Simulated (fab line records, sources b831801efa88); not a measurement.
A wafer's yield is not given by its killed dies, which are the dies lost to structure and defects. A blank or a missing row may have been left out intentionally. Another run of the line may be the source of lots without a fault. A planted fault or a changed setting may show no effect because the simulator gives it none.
What tool caused it? | flow gf180mcu | 72 wafers from 24 lots sampled at 5 of the route's 602 steps

## WHAT EACH GAUGE READ, for each wafer
GF_V2_RS_MEAS_24: a four-point-probe measurement. Usual: for V2_W_RS the level is 0.329 ohm/sq and the standard deviation is 0.0045.
lot  | measured     | on            | V2_W_RS (ohm/sq)  | flag
L074 | day 20 15:52 | film_metro-01 | 0.323 0.324 0.328 |
L076 | day 20 23:22 | film_metro-04 | 0.328 0.330 0.331 |
L075 | day 21 00:29 | film_metro-01 | 0.329 0.330 0.338 |
L077 | day 21 20:38 | film_metro-01 | 0.329 0.327 0.327 |
L078 | day 22 07:51 | film_metro-01 | 0.330 0.332 0.328 |
L079 | day 22 16:18 | film_metro-02 | 0.324 0.324 0.334 |
L081 | day 22 22:52 | film_metro-01 | 0.328 0.333 0.325 |
L080 | day 23 05:11 | film_metro-02 | 0.329 0.323 0.329 |
L082 | day 23 14:41 | film_metro-02 | 0.320 0.333 0.322 |
L083 | day 23 22:47 | film_metro-02 | 0.326 0.332 0.324 |
L084 | day 24 07:28 | film_metro-02 | 0.328 0.321 0.332 |
L085 | day 24 16:08 | film_metro-02 | 0.333 0.339 0.334 |
L086 | day 24 19:37 | film_metro-02 | 0.330 0.333 0.331 |
L087 | day 25 03:11 | film_metro-01 | 0.329 0.332 0.328 |
L088 | day 25 05:57 | film_metro-02 | 0.329 0.333 0.325 |
L089 | day 25 16:44 | film_metro-04 | 0.335 0.320 0.332 |
L090 | day 26 00:40 | film_metro-04 | 0.319 0.328 0.331 |
L091 | day 26 11:41 | film_metro-02 | 0.335 0.326 0.339 |
L092 | day 26 14:35 | film_metro-04 | 0.331 0.323 0.324 |
L093 | day 26 17:57 | film_metro-01 | 0.335 0.325 0.336 |
L094 | day 27 06:10 | film_metro-02 | 0.336 0.332 0.331 |
L095 | day 27 06:29 | film_metro-04 | 0.322 0.332 0.328 |
L096 | day 27 16:53 | film_metro-01 | 0.334 0.328 0.330 |
L097 | day 27 23:59 | film_metro-02 | 0.333 0.333 0.334 |

GF_M3_OVL_MEAS_15. Usual: for M3_OVL the level is 0 nm and the standard deviation is 4.7.
lot  | measured     | on         | M3_OVL (nm) | flag
L074 | day 21 16:52 | overlay-01 | 6 6 4       |
L076 | day 21 23:43 | overlay-02 | 6 1 -5      |
L075 | day 22 00:38 | overlay-02 | -4 -7 -1    |
L077 | day 22 20:55 | overlay-02 | 0 0 5       |
L078 | day 23 07:46 | overlay-01 | 4 -3 5      |
L079 | day 23 15:33 | overlay-02 | 3 4 4       |
L081 | day 23 21:55 | overlay-02 | 5 1 -6      |
L080 | day 24 04:28 | overlay-02 | 5 3 -2      |
L082 | day 24 13:42 | overlay-02 | 2 -5 -5     |
L083 | day 24 21:36 | overlay-01 | 10 4 4      |
L084 | day 25 05:55 | overlay-02 | -7 -2 -8    |
L085 | day 25 15:06 | overlay-02 | -3 -6 -4    |
L086 | day 25 17:51 | overlay-02 | -2 5 9      |
L087 | day 26 01:30 | overlay-02 | 7 3 7       |
L088 | day 26 04:36 | overlay-02 | -5 -5 -10   |
L089 | day 26 14:20 | overlay-02 | -3 4 5      |
L090 | day 26 21:50 | overlay-01 | -1 4 -8     |
L091 | day 27 09:18 | overlay-02 | 0 -4 -6     |
L092 | day 27 11:46 | overlay-02 | 0 1 -5      |
L093 | day 27 15:09 | overlay-01 | -9 -2 -3    |
L094 | day 28 02:22 | overlay-02 | -4 1 -1     |
L095 | day 28 03:27 | overlay-01 | 4 2 7       |
L096 | day 28 13:11 | overlay-02 | -3 0 7      |
L097 | day 28 19:11 | overlay-01 | -4 3 -4     |

GF_V3_THK_MEAS_03. Usual: for V3_CVD_02_THK the level is 850 nm and the standard deviation is 12.
lot  | measured     | on            | V3_CVD_02_THK (nm) | flag
L074 | day 21 17:50 | film_metro-04 | 853 871 858        |
L076 | day 22 00:36 | film_metro-04 | 836 836 863        |
L075 | day 22 01:34 | film_metro-01 | 847 865 856        |
L077 | day 22 21:48 | film_metro-03 | 853 871 870        |
L078 | day 23 08:44 | film_metro-04 | 831 846 849        |
L079 | day 23 16:26 | film_metro-01 | 843 863 862        |
L081 | day 23 22:50 | film_metro-01 | 848 851 868        |
L080 | day 24 05:21 | film_metro-03 | 851 861 857        |
L082 | day 24 14:38 | film_metro-01 | 842 850 846        |
L083 | day 24 22:32 | film_metro-03 | 851 844 842        |
L084 | day 25 06:48 | film_metro-01 | 857 847 867        |
L085 | day 25 16:06 | film_metro-04 | 828 856 859        |
L086 | day 25 18:52 | film_metro-03 | 850 869 853        |
L087 | day 26 02:23 | film_metro-03 | 852 832 825        |
L088 | day 26 05:30 | film_metro-03 | 832 845 855        |
L089 | day 26 15:14 | film_metro-04 | 860 857 865        |
L090 | day 26 22:44 | film_metro-03 | 837 850 853        |
L091 | day 27 10:12 | film_metro-01 | 846 852 869        |
L092 | day 27 12:41 | film_metro-04 | 846 865 857        |
L093 | day 27 16:02 | film_metro-01 | 827 827 833        |
L094 | day 28 03:15 | film_metro-01 | 838 846 851        |
L095 | day 28 04:29 | film_metro-03 | 839 848 867        |
L096 | day 28 14:04 | film_metro-01 | 836 853 853        |
L097 | day 28 20:05 | film_metro-03 | 853 819 851        |

GF_V4_OVL_MEAS_15. Usual: for V4_OVL the level is -2 nm and the standard deviation is 5.2.
lot  | measured     | on         | V4_OVL (nm) | flag
L074 | day 24 18:40 | overlay-01 | -2 0 -5     |
L076 | day 24 23:31 | overlay-02 | -7 -14 -13  |
L075 | day 25 00:55 | overlay-02 | 0 -12 -3    |
L077 | day 25 20:03 | overlay-02 | -13 -3 -8   |
L078 | day 26 05:04 | overlay-02 | 1 -2 -4     |
L079 | day 26 12:15 | overlay-02 | -2 -2 0     |
L081 | day 26 19:58 | overlay-01 | 1 -5 3      |
L080 | day 27 00:25 | overlay-02 | 3 2 6       |
L082 | day 27 09:31 | overlay-02 | 2 -1 0      |
L083 | day 27 16:25 | overlay-02 | 8 9 8       |
L084 | day 27 23:19 | overlay-02 | 3 0 -2      |
L085 | day 28 08:55 | overlay-01 | -10 -6 -6   |
L086 | day 28 11:08 | overlay-02 | 1 6 3       |
L087 | day 28 18:25 | overlay-01 | 2 -2 3      |
L088 | day 28 21:02 | overlay-01 | -3 -3 -4    |
L089 | day 29 06:25 | overlay-02 | -1 0 -3     |
L090 | day 29 13:10 | overlay-01 | -4 -5 -7    |
L091 | day 30 00:01 | overlay-02 | -3 -7 2     |
L092 | day 30 03:16 | overlay-02 | 0 0 -7      |
L093 | day 30 05:10 | overlay-02 | -8 -11 -10  |
L094 | day 30 14:57 | overlay-02 | 0 1 -2      |
L095 | day 30 17:07 | overlay-01 | -6 4 3      |
L096 | day 31 02:40 | overlay-02 | -1 6 -1     |
L097 | day 31 08:13 | overlay-02 | 2 -6 4      |

## WHAT TOOL EACH LOT RAN ON (gives the tool, then ch and the chambers of the sampled wafers, and finally the start)
lot  | GF_CONTACT_CMP_27
L074 | cmp-02 ch 0,1,2, day 16 09:52
L076 | cmp-02 ch 2,3, day 16 18:26
L075 | cmp-01 ch 0,1,2, day 16 20:45
L077 | cmp-01 ch 1,2, day 17 13:21
L078 | cmp-02 ch 1,2, day 18 01:19
L079 | cmp-01 ch 0,1,2, day 18 10:43
L081 | cmp-02 ch 1,2,3, day 18 17:11
L080 | cmp-01 ch 1,2,3, day 18 22:56
L082 | cmp-01 ch 1,2,3, day 19 10:10
L083 | cmp-01 ch 0,1,2, day 19 18:35
L084 | cmp-01 ch 0,1,2, day 20 04:52
L085 | cmp-01 ch 1,2,3, day 20 12:47
L086 | cmp-01 ch 0,2,3, day 20 16:42
L087 | cmp-02 ch 0,1,2, day 21 01:45
L088 | cmp-01 ch 0,1,3, day 21 05:29
L089 | cmp-01 ch 1,2,3, day 21 18:20
L090 | cmp-01 ch 1,2, day 22 01:06
L091 | cmp-02 ch 1,3, day 22 12:04
L092 | cmp-01 ch 0,2, day 22 16:53
L093 | cmp-01 ch 0,1, day 22 20:51
L094 | cmp-01 ch 1,3, day 23 11:41
L095 | cmp-02 ch 1,2, day 23 11:59
L096 | cmp-02 ch 0,2,3, day 23 22:26
L097 | cmp-02 ch 0,1,3, day 24 05:50
- GF_CONTACT_CMP_27: polishes, stops on SiO2, t overpolish 15 s, target thk 0 nm.

## AS READ BY THE TOOLS THEMSELVES (means over the sampled wafers that have a number; for cases with no such wafer, the mark the record gives instead)
GF_CONTACT_CMP_27. Usual: motor_current_A 11.2 A, standard deviation 0.74; overpolish_run_s 14.999 s, standard deviation 0.0087; time_to_endpoint_s 70 s, standard deviation 3.
lot  | tool   | motor_current_A (A) | overpolish_run_s (s) | time_to_endpoint_s (s) | flag
L074 | cmp-02 | 11.7                | 15.006               | 70                     |
L076 | cmp-02 | 11.4                | 14.996               | 70                     |
L075 | cmp-01 | 10.8                | 14.998               | 68                     |
L077 | cmp-01 | 11.5                | 14.997               | 75                     |
L078 | cmp-02 | 11.8                | 15.015               | 74                     |
L079 | cmp-01 | 11.3                | 14.996               | 71                     |
L081 | cmp-02 | 11.0                | 15.008               | 67                     |
L080 | cmp-01 | 11.8                | 15.001               | 72                     |
L082 | cmp-01 | 11.4                | 14.990               | 68                     |
L083 | cmp-01 | 11.2                | 14.995               | 72                     |
L084 | cmp-01 | 11.1                | 14.993               | 70                     |
L085 | cmp-01 | 10.9                | 14.999               | 71                     |
L086 | cmp-01 | 11.1                | 14.998               | 68                     |
L087 | cmp-02 | 11.7                | 15.000               | 67                     |
L088 | cmp-01 | 10.7                | 14.997               | 67                     |
L089 | cmp-01 | 11.0                | 14.994               | 68                     |
L090 | cmp-01 | 11.6                | 15.003               | 69                     |
L091 | cmp-02 | 11.8                | 14.997               | 72                     |
L092 | cmp-01 | 10.8                | 15.004               | 67                     |
L093 | cmp-01 | 10.5                | 15.006               | 71                     |
L094 | cmp-01 | 10.7                | 14.997               | 69                     |
L095 | cmp-02 | 11.9                | 14.998               | 77                     |
L096 | cmp-02 | 11.1                | 14.991               | 73                     |
L097 | cmp-02 | 11.8                | 14.994               | 71                     |

## THE ANSWER, worked out from the rows above alone
Rule: take the mean of a lot's wafers that have a number; if it is more than 3 standard deviations from the usual mean, the lot is off. A lot without any number at a reading at which 4 lots or more have one is off too. Where the step has rows for the other lots, those lots are counted as sound. After the gauges, taken in route order, come the tools' own readings; for these a lot's mean is taken, as printed above. At the first step where some lot is off, the reading lying furthest off is the one used; lots without a number count as furthest.
Across all readings shown, no lot is off: no conclusion can be drawn from this.

## WHAT HAD BEEN PUT IN BY THE SIMULATOR
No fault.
